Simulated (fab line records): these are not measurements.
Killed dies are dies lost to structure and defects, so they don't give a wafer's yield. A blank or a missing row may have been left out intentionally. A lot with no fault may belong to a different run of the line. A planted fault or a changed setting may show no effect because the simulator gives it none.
Code-filled problem report in 8D (eight disciplines) form :: flow gf180mcu :: the parts of the form that need people (team, actions taken, sign-off) are left out

== 1. WHAT WENT WRONG ==
Across 6 wafers from 2 lots, NSD_RS at GF_PSD_RS_MEAS_14 averages 45.11 ohm/sq, while fault-free wafers read 46.11 ohm/sq with a standard deviation of 0.081. Relative to the usual mean, that is a shift of -12 standard deviations.
The step: measures by four-point-probe.
First observed at day 18 07:58: wafer L832.2, on film-metro-01. Wafers with a number at this step in the record: 36, from 12 lots. Rule for "out" (also "out of limits"): further than 4 standard deviations from the usual mean. Any other wafer with a number is counted as sound.

== 2. WHAT THIS IS AND IS NOT ==
question: which readings at this step
is: NSD_RS
is not: -

question: which lots
is: L832, L835
is not: L821, L822, L823, L824, L825, L826, L836, L841, L843, L844

question: which wafers of those lots
is: all that have a number
is not: -

question: read on which gauges
is: film-metro-01
is not: film-metro-03, film-metro-04

question: when
is: from day 18 07:58
is not: up to then (18 sound wafers); but 12 sound wafers of L836, L841, L843, L844 came after

== 3. WHAT RULES OUT EACH SUSPECT ==
Counting: a tool at any process step up to the reading remains a suspect when it ran all the lots that are out and ran no sound lot after the first of those.
- the gauge at GF_PSD_RS_MEAS_14 is ruled out. All the wafers that are out were read on film-metro-01, but those of them that GF_PSD_RTA_13 has rows for are out there too, on other tools.
- rtp-anneal-02 at GF_PSD_RTA_13 (time 20 s): ruled out as a lasting fault. Following L832 (day 18 07:52), the first lot on it that is out, the sound lots L843, L844 were run on it.
Left after counting: nothing in the record.

== 4. THE CAUSE (what the simulator had put in) ==
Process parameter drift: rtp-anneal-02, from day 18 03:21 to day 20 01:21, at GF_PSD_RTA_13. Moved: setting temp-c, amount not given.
Counting ruled it out, wrongly: the rule takes a fault to strike every lot that its tool runs from its start on, and this one did not.

== 5. THE CHAIN OF EFFECTS, in route order ==
One row per reading whose mean, taken over the struck wafers that have a number, lies over 3 standard deviations from the usual. Scope: only readings with a usual standard deviation given in the record; hours: median across lots of the time from each lot's start at the first step in this table that gives one to its start at this step; sigmas: change in usual standard deviations.
hours: 0
step: GF_PSD_RTA_13
reading: wafer_temp_C_max
usual: 1029.7
on struck wafers: 1036.7
change: +7.0
sigmas: +7.2

hours: 0
step: GF_PSD_RS_MEAS_14
reading: NSD_RS
usual: 46.11 ohm/sq
on struck wafers: 45.11
change: -1.00
sigmas: -12

hours: 5
step: GF_PSD_RS_MEAS_15
reading: PSD_RS
usual: 108.52 ohm/sq
on struck wafers: 104.38
change: -4.14
sigmas: -14
The process steps in it:
- GF_PSD_RTA_13: time 20 s.
Later steps that measure or inspect, where all struck wafers having a row at the step show a number for every such reading and not one has moved that far: GF_CONTACT_OVL_MEAS_15.

== 6. WHAT WOULD HAVE CAUGHT IT SOONER ==
Counted from the fault's start at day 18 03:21, it took 5 hours until the first out-of-limits reading at a measuring or inspecting step in this record, taken at day 18 07:58.
The tool's own readings at GF_PSD_RTA_13 were out on every struck wafer that the step has a row for (wafer_temp_C_max): an alarm limit on them would have fired on the first of those.
